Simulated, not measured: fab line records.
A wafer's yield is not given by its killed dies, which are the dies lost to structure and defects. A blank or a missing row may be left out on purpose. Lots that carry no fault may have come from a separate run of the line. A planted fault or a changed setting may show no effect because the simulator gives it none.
fab line records + flow sky130
record
- lots=12
- wafers=36
- last-day=50
route steps=708 shown POLY_GATE@232 SD_P@324 SD_N@349 PAD_OPEN@708
lots that met no fault: taken from a fault-free run of the same line
start-h: hours from the record's first day to the start of the lot's first wafer shown + wait-h: hours from the lot's prior step to this one + " the same as in the row above + L1.1+2: a single row standing in for several wafers + - no value, or no start was given + * or withheld: withheld + < > ~ a bound
route shown NAME@n: a module of which the file shows steps, and the number in the route of the first + usual: mean and standard deviation over wafers with no fault + same: alike in all rows + chamber/n: place in a boat + sites: readings site by site + _std_site: standard deviation of those values + _edge_site: inner sites' mean taken away from outer sites' mean + radius-mm: for every site, how far away it sits from the centre of the wafer + mask NAME#n: copy n + behind: tool/chamber where the wafer was last shaped + hold: why the lot was held/for how many hours/how that ended + device: whichever transistor did not switch (one of n, p or np) + end of line: the same wafers' tests at the end of the route + where a step has no rows: the recipe by itself + killed: count of dies lost to structure and defects at first sort (not the wafer's yield) + map: a wafer's dies, x killed, . not, _ none there
set.NAME: the setting as run; set.NAME@STEP: as run at that earlier step + model.NAME: the simulator's own value behind a step, which no gauge read
a sample of lots followed through the steps of the route, with each step as a table and each wafer as a row
services: when a tool's chamber went out of use (start-h, in hours from the record's first day, below 0 if earlier), for how many hours, and the reason
## steps
# step SKY_POLY_GATE_STRIP_18
# recipe
- chemistry=O2/N2
- power-w=1400
- pressure-mtorr=1500
- platen-temp-c=withheld
- o2-flow-sccm=3000
- n2-flow-sccm=300
- overash-fraction=0.5
# usual
- drypump-motor-current-A=5.4/0.43
- n2-flow-sccm=300.0/0.99
- oes-product-au=0.359/0.0046
- strip-time-to-endpoint-s=3.15/0.035
| lot.wafer | tool            | chamber | start-h | wait-h | drypump-motor-current-A | n2-flow-sccm | oes-product-au | rf-hours-counter-h | strip-time-to-endpoint-s |
|-----------|-----------------|---------|---------|--------|-------------------------|--------------|----------------|--------------------|--------------------------|
| L321.2    | plasma-asher-02 | 1       | 407.82  | 0.0    | 5.9                     | 301.3        | 0.354          | 71                 | 3.19                     |
| L321.3    | "               | 1       | "       | "      | 5.9                     | 301.0        | 0.357          | -                  | 3.20                     |
| L321.5    | "               | 1       | "       | "      | 5.9                     | 299.9        | 0.367          | -                  | 3.20                     |
| L324.2    | plasma-asher-04 | 1       | 436.40  | 0.0    | 4.9                     | 300.9        | 0.357          | 32                 | 3.12                     |
| L324.3    | "               | 0       | "       | "      | 5.5                     | 299.4        | 0.363          | -                  | 3.15                     |
| L324.5    | "               | 0       | "       | "      | 5.5                     | 300.5        | 0.359          | -                  | 3.11                     |
| L327.1    | plasma-asher-04 | 1       | 459.70  | 0.0    | 4.9                     | 301.2        | 0.358          | 34                 | 3.12                     |
| L327.2    | "               | 0       | "       | "      | 5.5                     | 301.4        | 0.358          | 34                 | 3.09                     |
| L327.4    | "               | 1       | "       | "      | 4.9                     | 300.6        | 0.356          | -                  | 3.11                     |
| L328.1    | plasma-asher-03 | 1       | 465.20  | 0.0    | 6.2                     | 297.9        | 0.366          | 67                 | 3.17                     |
| L328.2    | "               | 0       | "       | "      | 5.3                     | 301.9        | 0.361          | 67                 | 3.20                     |
| L328.4    | "               | 1       | "       | "      | 6.2                     | 299.0        | 0.367          | -                  | 3.17                     |
| L329.2    | plasma-asher-04 | 0       | 474.43  | 0.0    | 5.5                     | 300.2        | 0.361          | 36                 | 3.14                     |
| L329.4    | "               | 1       | "       | "      | 4.9                     | 298.4        | 0.350          | -                  | 3.19                     |
| L329.6    | "               | 0       | "       | "      | 5.5                     | 301.2        | 0.350          | -                  | 3.18                     |
| L334.2    | plasma-asher-02 | 1       | 519.79  | 0.0    | 5.9                     | 299.6        | 0.364          | 10                 | 3.17                     |
| L334.3    | "               | 1       | "       | "      | 5.9                     | 299.5        | 0.353          | -                  | 3.10                     |
| L334.5    | "               | 0       | "       | "      | 5.2                     | 301.3        | 0.355          | -                  | 3.18                     |
| L336.1    | plasma-asher-03 | 0       | 527.79  | 0.0    | 5.2                     | 300.1        | 0.359          | 71                 | 3.14                     |
| L336.2    | "               | 1       | "       | "      | 6.2                     | 301.8        | 0.358          | 71                 | 3.15                     |
| L336.3    | "               | 0       | "       | "      | 5.3                     | 299.8        | 0.358          | -                  | 3.20                     |
| L337.4    | plasma-asher-02 | 0       | 541.04  | 0.1    | 5.2                     | 299.3        | 0.357          | -                  | 3.13                     |
| L337.5    | "               | 1       | "       | "      | 5.9                     | 300.8        | 0.357          | -                  | 3.11                     |
| L337.6    | "               | 0       | "       | "      | 5.2                     | 300.2        | 0.360          | -                  | 3.08                     |
| L338.2    | plasma-asher-02 | 1       | 542.57  | 0.0    | 5.9                     | 299.8        | 0.361          | 12                 | 3.17                     |
| L338.3    | "               | 1       | "       | "      | 5.9                     | 299.0        | 0.364          | -                  | 3.22                     |
| L338.6    | "               | 1       | "       | "      | 5.9                     | 299.3        | 0.357          | -                  | 3.14                     |
| L339.1    | plasma-asher-04 | 0       | 557.43  | 0.0    | 5.5                     | 298.0        | 0.366          | 45                 | 3.19                     |
| L339.5    | "               | 1       | "       | "      | 4.9                     | 299.2        | 0.362          | -                  | 3.20                     |
| L339.6    | "               | 0       | "       | "      | 5.5                     | 299.6        | 0.364          | -                  | 3.19                     |
| L340.2    | plasma-asher-02 | 0       | 565.08  | 0.0    | 5.2                     | 299.6        | 0.363          | 15                 | 3.21                     |
| L340.4    | "               | 1       | "       | "      | 5.9                     | 299.9        | 0.356          | -                  | 3.18                     |
| L340.6    | "               | 0       | "       | "      | 5.2                     | 298.9        | 0.359          | -                  | 3.21                     |
| L341.3    | plasma-asher-04 | 0       | 570.67  | 0.1    | 5.5                     | 299.2        | 0.363          | -                  | 3.13                     |
| L341.5    | "               | 1       | "       | "      | 4.9                     | 299.5        | 0.363          | -                  | 3.10                     |
| L341.6    | "               | 0       | "       | "      | 5.5                     | 300.2        | 0.361          | -                  | 3.14                     |
# step SKY_SD_P_EXPOSE_04
# recipe
- mask-id=PSDM
- na=0.6
- source-shape=conventional
- sigma-outer=0.6
- polarization=unpolarized
- target-cd-nm=380
- dose-mj=138
# same
- na=0.6
| lot.wafer  | tool             | chamber | start-h | wait-h | mask      |
|------------|------------------|---------|---------|--------|-----------|
| L321.2+3+5 | iline-stepper-01 | 0       | 610.88  | -      | PSDM#0    |
| L324.2+3+5 | iline-stepper-01 | 0       | 637.20  | -      | PSDM#0    |
| L327.1+2+4 | iline-stepper-02 | 0       | 658.13  | -      | PSDM#0    |
| L328.1+2+4 | iline-stepper-02 | 0       | 666.49  | -      | PSDM_R1#0 |
| L329.2+4+6 | iline-stepper-02 | 0       | 671.91  | -      | PSDM#0    |
| L334.2+3+5 | iline-stepper-01 | 0       | 713.99  | -      | PSDM#0    |
| L336.1+2+3 | iline-stepper-02 | 0       | 721.23  | -      | PSDM#0    |
| L337.4+5+6 | iline-stepper-01 | 0       | 732.53  | -      | PSDM#0    |
| L338.2+3+6 | iline-stepper-02 | 0       | 734.54  | -      | PSDM#0    |
| L339.1+5+6 | iline-stepper-01 | 0       | 747.84  | -      | PSDM#0    |
| L340.2+4+6 | iline-stepper-02 | 0       | 755.51  | -      | PSDM#0    |
| L341.3+5+6 | iline-stepper-01 | 0       | 760.93  | -      | PSDM#0    |
# step SKY_SD_P_CD_MEAS_07
# recipe
- target-cd-nm=380
# usual
- cd-nm=379.8/2.6
| lot.wafer | tool      | chamber | start-h | wait-h | cd-nm |
|-----------|-----------|---------|---------|--------|-------|
| L321.2    | cd-sem-01 | -       | 625.25  | 0.1    | 378.0 |
| L321.3    | "         | -       | "       | "      | 378.0 |
| L321.5    | "         | -       | "       | "      | 377.7 |
| L324.2    | cd-sem-02 | -       | 651.25  | 0.1    | 380.8 |
| L324.3    | "         | -       | "       | "      | 379.5 |
| L324.5    | "         | -       | "       | "      | 382.9 |
| L327.1    | cd-sem-02 | -       | 672.26  | 0.1    | 378.2 |
| L327.2    | "         | -       | "       | "      | 376.0 |
| L327.4    | "         | -       | "       | "      | 376.5 |
| L328.1    | cd-sem-01 | -       | 680.61  | 0.1    | 306.2 |
| L328.2    | "         | -       | "       | "      | 306.2 |
| L328.4    | "         | -       | "       | "      | 306.7 |
| L329.2    | cd-sem-02 | -       | 685.38  | 0.1    | 374.2 |
| L329.4    | "         | -       | "       | "      | 374.0 |
| L329.6    | "         | -       | "       | "      | 375.0 |
| L334.2    | cd-sem-01 | -       | 727.68  | 0.1    | 379.8 |
| L334.3    | "         | -       | "       | "      | 377.9 |
| L334.5    | "         | -       | "       | "      | 380.9 |
| L336.1    | cd-sem-01 | -       | 735.34  | 0.1    | 382.3 |
| L336.2    | "         | -       | "       | "      | 381.2 |
| L336.3    | "         | -       | "       | "      | 381.6 |
| L337.4    | cd-sem-02 | -       | 745.87  | 0.1    | 385.8 |
| L337.5    | "         | -       | "       | "      | 382.1 |
| L337.6    | "         | -       | "       | "      | 381.9 |
| L338.2    | cd-sem-02 | -       | 747.13  | 0.1    | 376.0 |
| L338.3    | "         | -       | "       | "      | 378.5 |
| L338.6    | "         | -       | "       | "      | 380.1 |
| L339.1    | cd-sem-01 | -       | 761.68  | 0.1    | 380.2 |
| L339.5    | "         | -       | "       | "      | 378.7 |
| L339.6    | "         | -       | "       | "      | 377.4 |
| L340.2    | cd-sem-01 | -       | 769.20  | 0.1    | 377.4 |
| L340.4    | "         | -       | "       | "      | 378.3 |
| L340.6    | "         | -       | "       | "      | 379.3 |
| L341.3    | cd-sem-01 | -       | 773.65  | 0.1    | 381.9 |
| L341.5    | "         | -       | "       | "      | 380.5 |
| L341.6    | "         | -       | "       | "      | 381.0 |
# step SKY_SD_P_OVL_MEAS_08
# usual
- SD_P_OVL=-0.3/1.4
| lot.wafer | tool       | chamber | start-h | wait-h | SD_P_OVL[nm] |
|-----------|------------|---------|---------|--------|--------------|
| L321.2    | overlay-01 | -       | 625.35  | 0.1    | 2.2          |
| L321.3    | "          | -       | "       | "      | 1.4          |
| L321.5    | "          | -       | "       | "      | 2.2          |
| L324.2    | overlay-01 | -       | 651.35  | 0.1    | 1.5          |
| L324.3    | "          | -       | "       | "      | 1.3          |
| L324.5    | "          | -       | "       | "      | 1.8          |
| L327.1    | overlay-01 | -       | 672.38  | 0.1    | -1.8         |
| L327.2    | "          | -       | "       | "      | 0.1          |
| L327.4    | "          | -       | "       | "      | -0.6         |
| L328.1    | overlay-01 | -       | 680.73  | 0.1    | 0.2          |
| L328.2    | "          | -       | "       | "      | -1.9         |
| L328.4    | "          | -       | "       | "      | -1.1         |
| L329.2    | overlay-01 | -       | 685.49  | 0.1    | -1.5         |
| L329.4    | "          | -       | "       | "      | -2.3         |
| L329.6    | "          | -       | "       | "      | -1.3         |
| L334.2    | overlay-02 | -       | 727.79  | 0.1    | -1.6         |
| L334.3    | "          | -       | "       | "      | 0.5          |
| L334.5    | "          | -       | "       | "      | 0.6          |
| L336.1    | overlay-02 | -       | 735.46  | 0.1    | -0.6         |
| L336.2    | "          | -       | "       | "      | -1.6         |
| L336.3    | "          | -       | "       | "      | 0.8          |
| L337.4    | overlay-01 | -       | 745.95  | 0.1    | 0.8          |
| L337.5    | "          | -       | "       | "      | 0.8          |
| L337.6    | "          | -       | "       | "      | -0.2         |
| L338.2    | overlay-02 | -       | 747.24  | 0.1    | -0.4         |
| L338.3    | "          | -       | "       | "      | 0.5          |
| L338.6    | "          | -       | "       | "      | -0.6         |
| L339.1    | overlay-02 | -       | 761.80  | 0.1    | -0.1         |
| L339.5    | "          | -       | "       | "      | -1.4         |
| L339.6    | "          | -       | "       | "      | -0.3         |
| L340.2    | overlay-01 | -       | 769.30  | 0.1    | -1.1         |
| L340.4    | "          | -       | "       | "      | -1.8         |
| L340.6    | "          | -       | "       | "      | -2.6         |
| L341.3    | overlay-02 | -       | 773.74  | 0.1    | 0.4          |
| L341.5    | "          | -       | "       | "      | 1.7          |
| L341.6    | "          | -       | "       | "      | -0.5         |
# step SKY_SD_N_CD_MEAS_07
# recipe
- target-cd-nm=380
# usual
- cd-nm=380.4/2.6
| lot.wafer | tool      | chamber | start-h | wait-h | cd-nm |
|-----------|-----------|---------|---------|--------|-------|
| L321.2    | cd-sem-01 | -       | 683.11  | 0.1    | 378.1 |
| L321.3    | "         | -       | "       | "      | 381.6 |
| L321.5    | "         | -       | "       | "      | 381.3 |
| L324.2    | cd-sem-02 | -       | 707.81  | 0.1    | 382.5 |
| L324.3    | "         | -       | "       | "      | 383.2 |
| L324.5    | "         | -       | "       | "      | 381.0 |
| L327.1    | cd-sem-02 | -       | 727.69  | 0.1    | 382.2 |
| L327.2    | "         | -       | "       | "      | 381.5 |
| L327.4    | "         | -       | "       | "      | 382.0 |
| L328.1    | cd-sem-01 | -       | 736.24  | 0.1    | 383.5 |
| L328.2    | "         | -       | "       | "      | 385.6 |
| L328.4    | "         | -       | "       | "      | 383.2 |
| L329.2    | cd-sem-01 | -       | 741.01  | 0.1    | 382.5 |
| L329.4    | "         | -       | "       | "      | 383.7 |
| L329.6    | "         | -       | "       | "      | 379.6 |
| L334.2    | cd-sem-01 | -       | 782.46  | 0.1    | 379.5 |
| L334.3    | "         | -       | "       | "      | 379.0 |
| L334.5    | "         | -       | "       | "      | 376.7 |
| L336.1    | cd-sem-01 | -       | 790.09  | 0.1    | 376.1 |
| L336.2    | "         | -       | "       | "      | 379.4 |
| L336.3    | "         | -       | "       | "      | 378.2 |
| L337.4    | cd-sem-02 | -       | 799.79  | 0.1    | 378.7 |
| L337.5    | "         | -       | "       | "      | 380.1 |
| L337.6    | "         | -       | "       | "      | 376.5 |
| L338.2    | cd-sem-01 | -       | 801.41  | 0.1    | 382.0 |
| L338.3    | "         | -       | "       | "      | 384.8 |
| L338.6    | "         | -       | "       | "      | 383.8 |
| L339.1    | cd-sem-01 | -       | 815.74  | 0.1    | 383.1 |
| L339.5    | "         | -       | "       | "      | 383.4 |
| L339.6    | "         | -       | "       | "      | 382.0 |
| L340.2    | cd-sem-01 | -       | 822.86  | 0.1    | 379.3 |
| L340.4    | "         | -       | "       | "      | 382.8 |
| L340.6    | "         | -       | "       | "      | 379.9 |
| L341.3    | cd-sem-02 | -       | 827.82  | 0.1    | 381.0 |
| L341.5    | "         | -       | "       | "      | 380.3 |
| L341.6    | "         | -       | "       | "      | 381.7 |
# step SKY_PAD_OPEN_PROBE_99
# usual
- killed_at_M0_to_M3=44/7.3
- killed_at_M4_up=3.4/1.8
- killed-at-contacts=24/5.8
- killed-at-front-end=15/4.9
- killed-at-other=0.4/0.63
- killed-dies=86/11
- killed-open=47/8
- killed-short=39/6.5
# same
- gross-dies=492
- killed-at-back-side=0
| lot.wafer | tool      | chamber | start-h | wait-h | killed_at_M0_to_M3 | killed_at_M4_up | killed-at-contacts | killed-at-front-end | killed-at-other | killed-dies | killed-open | killed-short |
|-----------|-----------|---------|---------|--------|--------------------|-----------------|--------------------|---------------------|-----------------|-------------|-------------|--------------|
| L336.1    | prober-01 | -       | 1177.35 | 0.1    | 50                 | 5               | 24                 | 13                  | 1               | 93          | 54          | 39           |
| L336.2    | prober-01 | -       | 1177.40 | 0.1    | 40                 | 2               | 24                 | 15                  | 0               | 81          | 46          | 35           |
| L336.3    | prober-01 | -       | 1177.45 | 0.2    | 54                 | 2               | 25                 | 20                  | 0               | 101         | 61          | 40           |
# killed by level:class
L336.1 VIA1:geometric-particle:open=12 CONTACT:geometric-particle:open=10 VIA2:geometric-particle:open=10 FIELD_ISO:geometric-particle:short=6 LI_CONTACT:geometric-particle:open=6 METAL1:geometric-particle:short=6 METAL1:geometric-particle:open=5 METAL4:geometric-particle:short=5
L336.2 CONTACT:geometric-particle:open=11 VIA2:geometric-particle:open=10 VIA1:geometric-particle:open=7 LI_CONTACT:geometric-particle:open=6 METAL2:geometric-particle:short=6 FIELD_ISO:geometric-particle:short=4 LI_CONTACT:geometric-particle:short=4 METAL1:geometric-particle:short=4
L336.3 CONTACT:geometric-particle:open=12 VIA1:geometric-particle:open=12 VIA3:geometric-particle:open=9 METAL1:geometric-particle:short=8 VIA1:geometric-particle:short=7 VIA2:geometric-particle:open=7 POLY_GATE:geometric-particle:short=6 LI_CONTACT:geometric-particle:open=6
## services
| tool             | chamber | start-h | hours | kind                    |
|------------------|---------|---------|-------|-------------------------|
| iline-stepper-01 | 0       | 396.09  | -     | calibration             |
| iline-stepper-01 | -       | 396.18  | 1.7   | pm                      |
| plasma-asher-02  | -       | 421.25  | 9.0   | pm                      |
| plasma-asher-02  | 0       | 421.25  | 9.0   | vent-cycle              |
| iline-stepper-02 | -       | 426.56  | 1.7   | pm                      |
| iline-stepper-02 | -       | 433.26  | 4.4   | pm                      |
| iline-stepper-01 | -       | 437.45  | 9.5   | repair                  |
| plasma-asher-03  | -       | 479.17  | 28.1  | pm                      |
| iline-stepper-02 | -       | 527.66  | 5.2   | repair                  |
| iline-stepper-02 | -       | 534.55  | 0.7   | repair                  |
| iline-stepper-02 | 0       | 559.25  | -     | calibration             |
| plasma-asher-03  | -       | 566.59  | 14.6  | pm                      |
| plasma-asher-02  | -       | 572.55  | 1.4   | repair                  |
| iline-stepper-02 | -       | 584.58  | 4.5   | repair                  |
| iline-stepper-01 | -       | 589.10  | 2.1   | pm                      |
| iline-stepper-01 | -       | 591.18  | -     | consumable-replace:lamp |
| iline-stepper-01 | 0       | 610.27  | -     | calibration             |
| iline-stepper-01 | -       | 614.36  | 1.7   | pm                      |
| plasma-asher-04  | -       | 618.87  | 3.2   | repair                  |
| iline-stepper-02 | -       | 644.74  | 1.7   | pm                      |
| plasma-asher-03  | -       | 662.43  | 1.5   | repair                  |
| iline-stepper-01 | -       | 709.11  | 4.4   | pm                      |
| iline-stepper-02 | -       | 728.25  | 2.1   | pm                      |
| iline-stepper-02 | -       | 730.33  | -     | consumable-replace:lamp |
## key
first-sign
- step=SKY_SD_P_EXPOSE_04
- reading=mask
- direction=changed
effect
- step=SKY_SD_P_CD_MEAS_07
- reading=cd-nm
- direction=down
- sigmas=29
- usual=379.8
- struck=306.3
met-at SKY_SD_P_EXPOSE_04
struck-lots L328
tester-left-out L328
not-acting-at SKY_POLY_GATE_STRIP_18,SKY_SD_P_OVL_MEAS_08,SKY_SD_N_CD_MEAS_07
onset-between 658.13 666.49
fault
- kind=wrong-mask
- tool=any
- chamber=-
- onset-h=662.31
- steps=SKY_SD_P_EXPOSE_04
- aux-copy=PSDM_R1#0
- cd-offset-nm=-76
- scope=struck-lots-only
# tester-left-out: of these lots the tester's yield and bins aren't shown, on N5 and GAA mostly nor the transistor test; their killed dies are dies lost to structure and defects alone, not to doping, threshold or leakage, so they don't give the yield
